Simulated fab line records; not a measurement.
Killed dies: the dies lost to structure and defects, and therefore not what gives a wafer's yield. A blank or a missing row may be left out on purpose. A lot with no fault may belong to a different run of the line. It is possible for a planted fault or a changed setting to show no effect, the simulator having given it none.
Which of the tools did it? -- flow gf180mcu -- 33 wafers from 11 lots sampled at 4 of the route's 602 steps

== WHAT EACH GAUGE READ, for each wafer ==
GF_HV_LDD_CD_MEAS_46: target cd 400 nm.
lot,measured,on,cd_nm (nm)
L124,day 14 09:22,cd_sem-02,400.7 400.7 404.1
L125,day 14 15:16,cd_sem-01,400.1 402.6 401.5
L126,day 14 22:34,cd_sem-02,397.9 398.5 399.6
L127,day 15 03:58,cd_sem-01,539.0 540.0 538.2
L128,day 15 15:37,cd_sem-02,395.7 396.8 396.5
L129,day 15 21:50,cd_sem-01,537.5 540.0 537.3
L130,day 16 02:31,cd_sem-02,539.4 539.1 538.7
L137,day 18 16:41,cd_sem-01,398.4 402.2 402.9
L142,day 20 00:25,cd_sem-02,401.1 402.0 401.8
L144,day 20 17:46,cd_sem-01,402.1 402.3 401.1
L145,day 21 03:19,cd_sem-02,405.7 403.8 401.7

== TOOL THAT RAN EACH LOT (tool first, then ch and the chambers of the sampled wafers, then the start) ==
lot,GF_VT_IMPLANT_STRIP_31,GF_HV_LDD_STRIP_10,GF_HV_LDD_COAT_41
L124,"plasma_asher-01 ch 0,1, day 7 23:01","plasma_asher-04 ch 0,1, day 11 17:07","litho_track-02 ch 0, day 13 22:10"
L125,"plasma_asher-04 ch 0,1, day 8 03:57","plasma_asher-03 ch 0,1, day 11 21:58","litho_track-04 ch 0, day 14 03:40"
L126,"plasma_asher-03 ch 1, day 8 10:53","plasma_asher-03 ch 0,1, day 12 05:52","litho_track-04 ch 0, day 14 11:34"
L127,"plasma_asher-03 ch 0,1, day 8 18:42","plasma_asher-02 ch 0,1, day 12 12:53","litho_track-04 ch 0, day 14 17:28"
L128,"plasma_asher-04 ch 0,1, day 8 23:33","plasma_asher-03 ch 0,1, day 12 22:13","litho_track-02 ch 0, day 15 03:22"
L129,"plasma_asher-04 ch 0,1, day 9 07:43","plasma_asher-03 ch 0,1, day 13 03:38","litho_track-04 ch 0, day 15 10:35"
L130,"plasma_asher-03 ch 0, day 9 14:32","plasma_asher-04 ch 0,1, day 13 07:38","litho_track-04 ch 0, day 15 15:01"
L137,"plasma_asher-03 ch 0,1, day 11 16:33","plasma_asher-04 ch 0, day 15 16:02","litho_track-02 ch 0, day 18 04:11"
L142,"plasma_asher-04 ch 0,1, day 12 21:25","plasma_asher-02 ch 0,1, day 16 22:43","litho_track-04 ch 0, day 19 11:31"
L144,"plasma_asher-03 ch 0,1, day 13 11:37","plasma_asher-03 ch 0,1, day 17 13:37","litho_track-04 ch 0, day 20 04:16"
L145,"plasma_asher-01 ch 0,1, day 13 17:54","plasma_asher-04 ch 0, day 18 00:19","litho_track-02 ch 0, day 20 14:34"
- GF_VT_IMPLANT_STRIP_31: strips in O2/N2.
- GF_HV_LDD_STRIP_10: strips in O2/N2.
- GF_HV_LDD_COAT_41: resist thk 1000 nm.

== AS READ BY THE TOOLS THEMSELVES (means over the sampled wafers that have a number; for cases with no such wafer, the mark the record gives instead) ==
GF_VT_IMPLANT_STRIP_31.
lot,tool,drypump_motor_current_A (A),heater_power_w (W),oes_product_au (a.u.),strip_time_to_endpoint_s (s)
L124,plasma_asher-01,5.5,295,0.720,12.81
L125,plasma_asher-04,5.7,333,0.713,12.82
L126,plasma_asher-03,6.6,296,0.713,12.80
L127,plasma_asher-03,6.3,300,0.717,12.78
L128,plasma_asher-04,5.7,340,0.718,12.77
L129,plasma_asher-04,5.7,360,0.712,12.80
L130,plasma_asher-03,5.8,312,0.714,12.81
L137,plasma_asher-03,6.3,300,0.716,12.80
L142,plasma_asher-04,5.7,329,0.714,12.79
L144,plasma_asher-03,6.1,301,0.721,12.80
L145,plasma_asher-01,5.2,313,0.719,12.79

GF_HV_LDD_STRIP_10.
lot,tool,drypump_motor_current_A (A),heater_power_w (W),oes_product_au (a.u.),strip_time_to_endpoint_s (s)
L124,plasma_asher-04,5.69,355,0.716,12.64
L125,plasma_asher-03,6.32,299,0.715,12.66
L126,plasma_asher-03,6.04,302,0.720,12.64
L127,plasma_asher-02,6.11,365,0.715,12.61
L128,plasma_asher-03,6.03,302,0.715,12.60
L129,plasma_asher-03,6.06,306,0.711,12.67
L130,plasma_asher-04,5.66,366,0.718,12.61
L137,plasma_asher-04,5.65,380,0.711,12.58
L142,plasma_asher-02,6.02,332,0.714,12.71
L144,plasma_asher-03,6.30,294,0.713,12.59
L145,plasma_asher-04,5.62,381,0.722,12.66

== THE ANSWER, worked out from the rows above alone ==
Rule: the lots themselves supply what counts as usual. The widest of any qualifying gaps counts: lots, ordered by their means at a reading, are off when they make up no more than a third of the lots, leave a main group of 4 or more, and stand apart from it by 3 or more times the standard deviation of that group's means. If all means in a main group match to the digits the tables above print for the reading, that group is not used. A lot without any number at a reading at which 4 lots or more have one is off too. Any other lot the step has rows for is counted as sound. The gauges are gone through in route order, then the tools' own readings, and for those a lot's mean is taken as printed above. The first step at which some lot is off is used, and at that step the reading that is off furthest; a lot without a number counts as furthest.
Off: L127, L129, L130, at GF_HV_LDD_CD_MEAS_46 (cd_nm). For the main group the mean is 400.8 nm and the standard deviation 2.1.
A tool fits if, at a process step before that reading, it ran every lot that is off, and no sound lot after the first of them. Those tools and the gauges at GF_HV_LDD_CD_MEAS_46 are tried in the same way. No candidate that was tried fits.

== WHAT HAD BEEN PUT IN BY THE SIMULATOR ==
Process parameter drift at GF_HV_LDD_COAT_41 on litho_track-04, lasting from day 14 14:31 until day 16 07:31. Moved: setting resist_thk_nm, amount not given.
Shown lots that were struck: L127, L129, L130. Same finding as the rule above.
